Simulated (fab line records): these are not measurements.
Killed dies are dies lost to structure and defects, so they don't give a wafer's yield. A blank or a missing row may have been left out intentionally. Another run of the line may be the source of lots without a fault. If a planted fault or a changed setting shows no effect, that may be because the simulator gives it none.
8D (eight disciplines) problem report, filled in by code ; flow sky130 ; the parts of the form that need people (team, actions taken, sign-off) are left out

## 1. WHAT WENT WRONG
Across 2 wafers from 2 lots, CAP2M_CVD_00_THK at SKY_CAP2M_THK_MEAS_01 averages 21.55 nm, while fault-free wafers read 15.51 nm with a standard deviation of 0.22. Relative to the usual mean, that is a shift of +27 standard deviations.
First seen on wafer L772.6, day 44 06:25, on filmMetro-03. The record has a number at this step for 33 wafers belonging to 11 lots. By rule, "out" or "out of limits" means more than 4 standard deviations away from the usual mean. All remaining wafers that have a number are taken as sound.

## 2. WHAT IT IS AND WHAT IT IS NOT
question;is;is not
which readings at this step;CAP2M_CVD_00_THK;-
which lots;L772, L773;L757, L758, L760, L762, L765, L767, L771, L778, L780
which wafers of those lots;L772.6, L773.2;L772.1, L772.4, L773.3, L773.6
read on which gauges;filmMetro-03;filmMetro-02, filmMetro-04
when;from day 44 06:25;"up to then (23 sound wafers); but 8 sound wafers of L773, L778, L780 came after"

## 3. SUSPECTS, AND WHAT RULES EACH OUT
Counting: if a tool at a process step up to the reading ran every lot that is out, it stays a suspect. Sound lots after the first of them don't rule it out here, since some wafers of a struck lot are sound.
- the gauge at SKY_CAP2M_THK_MEAS_01: ruled out. All the wafers that are out were read on filmMetro-03, but those of them that SKY_METAL4_ETCH_17 has rows for are out there too, on other tools.
- pecvd-01 at SKY_CAP2M_CVD_00 (deposits SiO2, target thk 15.5 nm): kept. Ran every lot that is out, first one L772 (day 44 06:23); last sound lot up to then L767 (day 42 19:55).
- At SKY_CAP2M_CVD_00, inside pecvd-01: chamber 1 took the wafers that are out, while their sound lot-mates went through chambers 0, 2.
Left after counting: pecvd-01 at SKY_CAP2M_CVD_00.

## 4. THE CAUSE (what the simulator had put in)
pecvd-01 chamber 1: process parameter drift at SKY_CAP2M_CVD_00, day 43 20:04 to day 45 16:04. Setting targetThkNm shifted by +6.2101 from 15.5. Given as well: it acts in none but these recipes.
After counting, this tool was the only one left.

## 5. THE EFFECT CHAIN, in route order
One row per reading whose mean, taken over the struck wafers that have a number, lies over 3 standard deviations from the usual. Only readings for which the record gives a usual standard deviation are gone through. hours: the time from each lot's start at the first step in this table that gives one to its start at this step, as a median over the lots. sigmas: the change in usual standard deviations.
hours;step;reading;usual;on struck wafers;change;sigmas
0;SKY_CAP2M_THK_MEAS_01;CAP2M_CVD_00_THK;15.51 nm;21.55;+6.04;+27
44;SKY_METAL4_ETCH_17;oesProductAu;0.755 a.u.;0.901;+0.146;+21
Its process steps:
- SKY_METAL4_ETCH_17: etches SiO2 in C4F8/O2/Ar, stops on TiN, time 3.9 s, target depth 15 nm.

## 6. HOW IT WOULD HAVE BEEN CAUGHT EARLIER
The first out-of-limits reading at a measuring or inspecting step in this record came at day 44 06:25, 10 hours after the fault's start at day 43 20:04.
No tool reading at SKY_CAP2M_CVD_00 that has a usual standard deviation in the record was out on any struck wafer, so an alarm limit of 4 standard deviations on those readings would not have fired.
Lots out: 2; of these, L773 started SKY_CAP2M_CVD_00 on pecvd-01 after day 44 06:25. Holding the tool at that time would have saved it.
